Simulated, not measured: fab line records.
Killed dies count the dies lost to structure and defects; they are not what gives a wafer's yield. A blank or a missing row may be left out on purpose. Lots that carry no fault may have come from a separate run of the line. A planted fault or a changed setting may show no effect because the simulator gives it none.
The tool behind it: which one? + flow sky130 + 12 lots, 36 wafers sampled, at 4 steps of a route of 708

WHAT THE GAUGES SHOWED, per wafer
SKY_VIA1_THK_MEAS_23: measures by xrf. Usual: for VIA1_W_THK the level is 279 nm and the standard deviation is 3.8.
| lot  | measured     | on            | VIA1_W_THK (nm) | flag |
|------|--------------|---------------|-----------------|------|
| L532 | day 34 08:56 | film-metro-01 | 283 274 281     |      |
| L533 | day 34 14:38 | film-metro-03 | 280 272 281     |      |
| L535 | day 35 10:13 | film-metro-02 | 277 277 285     |      |
| L536 | day 35 23:59 | film-metro-01 | 276 278 276     |      |
| L537 | day 36 07:07 | film-metro-01 | 280 281 277     |      |
| L538 | day 36 11:37 | film-metro-02 | 276 277 279     |      |
| L540 | day 37 01:01 | film-metro-01 | 281 280 280     |      |
| L541 | day 37 06:22 | film-metro-02 | 278 281 278     |      |
| L543 | day 38 00:17 | film-metro-03 | 276 279 275     |      |
| L547 | day 38 20:56 | film-metro-02 | 277 280 280     |      |
| L548 | day 39 06:13 | film-metro-01 | 276 280 279     |      |
| L552 | day 40 16:38 | film-metro-01 | 277 279 278     |      |

SKY_VIA2_BOW_MEAS_03. Usual: for VIA2_BOW the level is 85 um and the standard deviation is 7.6.
| lot  | measured     | on            | VIA2_BOW (um) | flag |
|------|--------------|---------------|---------------|------|
| L532 | day 35 13:40 | film-metro-04 | 78 85 83      |      |
| L533 | day 35 18:53 | film-metro-01 | 88 85 85      |      |
| L535 | day 36 15:06 | film-metro-03 | 79 75 96      |      |
| L536 | day 37 04:07 | film-metro-01 | 95 69 86      |      |
| L537 | day 37 11:25 | film-metro-03 | 97 84 82      |      |
| L538 | day 37 15:43 | film-metro-04 | 83 91 79      |      |
| L540 | day 38 04:37 | film-metro-03 | 90 86 88      |      |
| L541 | day 38 09:52 | film-metro-04 | 86 94 83      |      |
| L543 | day 39 04:38 | film-metro-04 | 93 94 103     |      |
| L547 | day 40 00:15 | film-metro-04 | 91 100 99     |      |
| L548 | day 40 09:31 | film-metro-03 | 78 82 74      |      |
| L552 | day 41 20:13 | film-metro-01 | 84 76 87      |      |

WHICH TOOL RAN EACH LOT (tool, then ch and the chambers of the sampled wafers, then the start)
| lot  | SKY_METAL2_ETCH_18                | SKY_VIA2_CMP_02               |
|------|-----------------------------------|-------------------------------|
| L532 | rie-metal-03 ch 0,1, day 35 12:22 | cmp-01 ch 0,2,3, day 35 13:20 |
| L533 | rie-metal-03 ch 0,1, day 35 17:35 | cmp-01 ch 1,2, day 35 18:34   |
| L535 | rie-metal-03 ch 0,1, day 36 13:26 | cmp-02 ch 1,2,3, day 36 14:50 |
| L536 | rie-metal-02 ch 1, day 37 02:52   | cmp-01 ch 0,3, day 37 03:48   |
| L537 | rie-metal-01 ch 0,1, day 37 10:10 | cmp-02 ch 0,3, day 37 11:07   |
| L538 | rie-metal-03 ch 0,1, day 37 14:25 | cmp-02 ch 1,2, day 37 15:24   |
| L540 | rie-metal-03 ch 0,1, day 38 03:22 | cmp-02 ch 0,1,2, day 38 04:19 |
| L541 | rie-metal-03 ch 0,1, day 38 08:37 | cmp-01 ch 1,2,3, day 38 09:34 |
| L543 | rie-metal-02 ch 0,1, day 39 03:08 | cmp-01 ch 0,1,3, day 39 04:24 |
| L547 | rie-metal-01 ch 0,1, day 39 23:01 | cmp-01 ch 1,2, day 39 23:57   |
| L548 | rie-metal-03 ch 1, day 40 07:20   | cmp-01 ch 2,3, day 40 09:13   |
| L552 | rie-metal-02 ch 0,1, day 41 18:58 | cmp-02 ch 1,2,3, day 41 20:03 |
- SKY_METAL2_ETCH_18: etches BARC in N2/H2, stops on SiO2, time 45.9 s, target depth 60 nm.
- SKY_VIA2_CMP_02: polishes SiO2.

AS READ BY THE TOOLS THEMSELVES (means over the sampled wafers that have a number; for cases with no such wafer, the mark the record gives instead)
SKY_METAL2_ETCH_18. Usual: drypump-motor-current-A 5.6 A, standard deviation 0.48; oes-product-au 0.855 a.u., standard deviation 0.0048; throttle-valve-pct 13.224 %, standard deviation 0.0088.
| lot  | tool         | drypump-motor-current-A (A) | oes-product-au (a.u.) | throttle-valve-pct (%) | flag |
|------|--------------|-----------------------------|-----------------------|------------------------|------|
| L532 | rie-metal-03 | 5.3                         | 0.849                 | 13.233                 |      |
| L533 | rie-metal-03 | 5.3                         | 0.854                 | 13.220                 |      |
| L535 | rie-metal-03 | 5.3                         | 0.855                 | 13.228                 |      |
| L536 | rie-metal-02 | 6.3                         | 0.853                 | 13.217                 |      |
| L537 | rie-metal-01 | 5.4                         | 0.859                 | 13.219                 |      |
| L538 | rie-metal-03 | 5.7                         | 0.850                 | 13.215                 |      |
| L540 | rie-metal-03 | 5.7                         | 0.855                 | 13.225                 |      |
| L541 | rie-metal-03 | 5.3                         | 0.849                 | 13.233                 |      |
| L543 | rie-metal-02 | 6.0                         | 0.853                 | 13.226                 |      |
| L547 | rie-metal-01 | 5.4                         | 0.857                 | 13.224                 |      |
| L548 | rie-metal-03 | 5.0                         | 0.851                 | 13.226                 |      |
| L552 | rie-metal-02 | 5.6                         | 0.853                 | 13.226                 |      |

SKY_VIA2_CMP_02. Usual: motor-current-A 12.1 A, standard deviation 0.67; platen-rpm 59.99 rpm, standard deviation 0.037.
| lot  | tool   | motor-current-A (A) | platen-rpm (rpm) | flag |
|------|--------|---------------------|------------------|------|
| L532 | cmp-01 | 12.1                | 60.00            |      |
| L533 | cmp-01 | 12.1                | 60.00            |      |
| L535 | cmp-02 | 11.6                | 60.00            |      |
| L536 | cmp-01 | 12.6                | 59.98            |      |
| L537 | cmp-02 | 11.9                | 60.02            |      |
| L538 | cmp-02 | 11.0                | 59.99            |      |
| L540 | cmp-02 | 12.2                | 60.02            |      |
| L541 | cmp-01 | 12.5                | 59.98            |      |
| L543 | cmp-01 | 12.4                | 60.00            |      |
| L547 | cmp-01 | 11.9                | 54.03            | OFF  |
| L548 | cmp-01 | 11.9                | 54.01            | OFF  |
| L552 | cmp-02 | 11.1                | 60.00            |      |

THE ANSWER, worked out from the rows above alone
Rule: a lot is off if the mean of its wafers that have a number lies more than 3 standard deviations from the usual mean. Also off: a lot with no number at a reading for which 4 or more lots have one. The other lots that the step has rows for count as sound. After the gauges, taken in route order, come the tools' own readings; for these a lot's mean is taken, as printed above. The first step at which some lot is off is used, and at that step the reading that is off furthest; a lot without a number counts as furthest.
Off at SKY_VIA2_CMP_02 (platen-rpm): L547, L548.
A tool fits if, at that step or a process step before it, it ran every lot that is off, and no sound lot after the first of them. One fits: SKY_VIA2_CMP_02 on cmp-01. Its last sound lot is L543 (day 39 04:24), its first lot that is off L547 (day 39 23:57): a fault that began between those two fits.
The tool's own readings at SKY_VIA2_CMP_02 bear it out: on the lots that are off they differ by more than 5 times the standard deviation of the sound lots' means. platen-rpm reads 54.02 rpm there against 60.00 rpm on the sound lots.

WHAT THE SIMULATOR HAD PUT IN
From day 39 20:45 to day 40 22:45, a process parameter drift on cmp-01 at SKY_VIA2_CMP_02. The setting platen-rpm was moved by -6, starting from 60. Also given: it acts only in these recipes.
Lots struck among those shown: L547, L548. This agrees with what the rule above found.
